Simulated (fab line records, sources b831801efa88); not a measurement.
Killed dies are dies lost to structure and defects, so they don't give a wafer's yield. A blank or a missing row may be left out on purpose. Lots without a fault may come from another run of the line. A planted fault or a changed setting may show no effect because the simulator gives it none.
Which tool did it? | flow gf180mcu | 11 lots, 33 wafers sampled, at 1 step of a route of 602

WHAT THE GAUGES READ, wafer by wafer
GF_M2_RS_MEAS_05: measures by four-point-probe.
lot  | measured     | on            | M2_ALCU_RS (ohm/sq)
L928 | day 17 23:13 | film_metro-03 | 0.0692 0.0693 0.0690
L929 | day 18 15:28 | film_metro-02 | 0.0708 0.0703 0.0700
L931 | day 19 08:40 | film_metro-01 | 0.0705 0.0699 0.0710
L932 | day 19 15:55 | film_metro-02 | 0.0692 0.0693 0.0699
L937 | day 21 15:17 | film_metro-02 | 0.0697 0.0699 0.0686
L938 | day 22 00:41 | film_metro-02 | 0.0702 0.0703 0.0709
L942 | day 23 08:08 | film_metro-02 | 0.0710 0.0714 0.0709
L945 | day 24 14:22 | film_metro-01 | 0.0694 0.0697 0.0689
L947 | day 25 03:43 | film_metro-03 | 0.0701 0.0700 0.0705
L950 | day 25 20:29 | film_metro-01 | 0.0708 0.0696 0.0706
L951 | day 26 08:06 | film_metro-03 | 0.0699 0.0692 0.0687

WHICH TOOL RAN EACH LOT (tool, then ch and the chambers of the sampled wafers, then the start)
The record holds no process step before these readings.

THE ANSWER, worked out from the rows above alone
Rule: what is usual is taken from the lots themselves. Put in order of their means at a reading, lots are off if they are a third of the lots or fewer, leave a main group of 4 or more, and stand apart from it by a gap of 3 or more times the standard deviation of the main group's means; of several such gaps the widest counts. A main group whose means are all the same, to the digits that the tables above print for the reading, isn't used. A lot without any number at a reading at which 4 lots or more have one is off too. The other lots that the step has rows for count as sound.
No lot is off at any reading shown: from this, nothing can be told.

WHAT THE SIMULATOR HAD PUT IN
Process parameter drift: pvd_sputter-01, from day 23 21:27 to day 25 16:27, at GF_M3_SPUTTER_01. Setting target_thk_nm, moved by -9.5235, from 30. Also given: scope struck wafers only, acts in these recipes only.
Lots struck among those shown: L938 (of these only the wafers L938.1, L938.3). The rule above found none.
